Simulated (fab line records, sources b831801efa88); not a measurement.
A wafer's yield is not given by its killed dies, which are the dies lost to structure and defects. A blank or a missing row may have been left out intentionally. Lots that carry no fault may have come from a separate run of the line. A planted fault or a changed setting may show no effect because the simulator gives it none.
Which tool was responsible? / flow sky130 / 11 lots, 33 wafers sampled, at 1 step of a route of 708

## WHAT THE GAUGES SHOWED, per wafer
SKY_VIA3_OVL_MEAS_13. Usual: for VIA3_OVL the level is -4 nm and the standard deviation is 5.2.
lot=L315; measured=day 39 20:47; on=overlay-02; VIA3_OVL (nm)=-3 -11 -3; flag=
lot=L316; measured=day 40 07:43; on=overlay-02; VIA3_OVL (nm)=0 -4 -4; flag=
lot=L317; measured=day 40 12:16; on=overlay-01; VIA3_OVL (nm)=2 6 -3; flag=
lot=L318; measured=day 41 02:08; on=overlay-02; VIA3_OVL (nm)=-4 -10 -3; flag=
lot=L319; measured=day 41 03:52; on=overlay-02; VIA3_OVL (nm)=-14 -6 -13; flag=
lot=L320; measured=day 41 12:35; on=overlay-02; VIA3_OVL (nm)=2 3 5; flag=
lot=L321; measured=day 41 17:35; on=overlay-01; VIA3_OVL (nm)=-1 -2 -5; flag=
lot=L322; measured=day 42 07:38; on=overlay-01; VIA3_OVL (nm)=-9 -6 1; flag=
lot=L325; measured=day 42 23:11; on=overlay-01; VIA3_OVL (nm)=-7 -8 -8; flag=
lot=L326; measured=day 43 02:32; on=overlay-02; VIA3_OVL (nm)=-8 -3 -8; flag=
lot=L333; measured=day 46 06:23; on=overlay-01; VIA3_OVL (nm)=-5 2 5; flag=

## WHAT TOOL EACH LOT RAN ON (gives the tool, then ch and the chambers of the sampled wafers, and finally the start)
No process step before these readings appears in the record.

## WHAT THE TOOLS THEMSELVES READ (means of the sampled wafers that have a number; where no wafer has one, the mark that the record gives instead)
The record holds no such reading with a usual standard deviation.

## THE ANSWER, worked out from the rows above alone
Rule: a lot counts as off when the mean over its wafers that have a number is more than 3 standard deviations away from the usual mean. Also off: a lot with no number at a reading for which 4 or more lots have one. All remaining lots with rows at the step are treated as sound. First the gauges in route order, then the tools' own readings, where a lot's mean is used as printed above. At the first step where some lot is off, the reading lying furthest off is the one used; lots without a number count as furthest.
Across all readings shown, no lot is off: no conclusion can be drawn from this.

## WHAT WAS PUT IN BY THE SIMULATOR
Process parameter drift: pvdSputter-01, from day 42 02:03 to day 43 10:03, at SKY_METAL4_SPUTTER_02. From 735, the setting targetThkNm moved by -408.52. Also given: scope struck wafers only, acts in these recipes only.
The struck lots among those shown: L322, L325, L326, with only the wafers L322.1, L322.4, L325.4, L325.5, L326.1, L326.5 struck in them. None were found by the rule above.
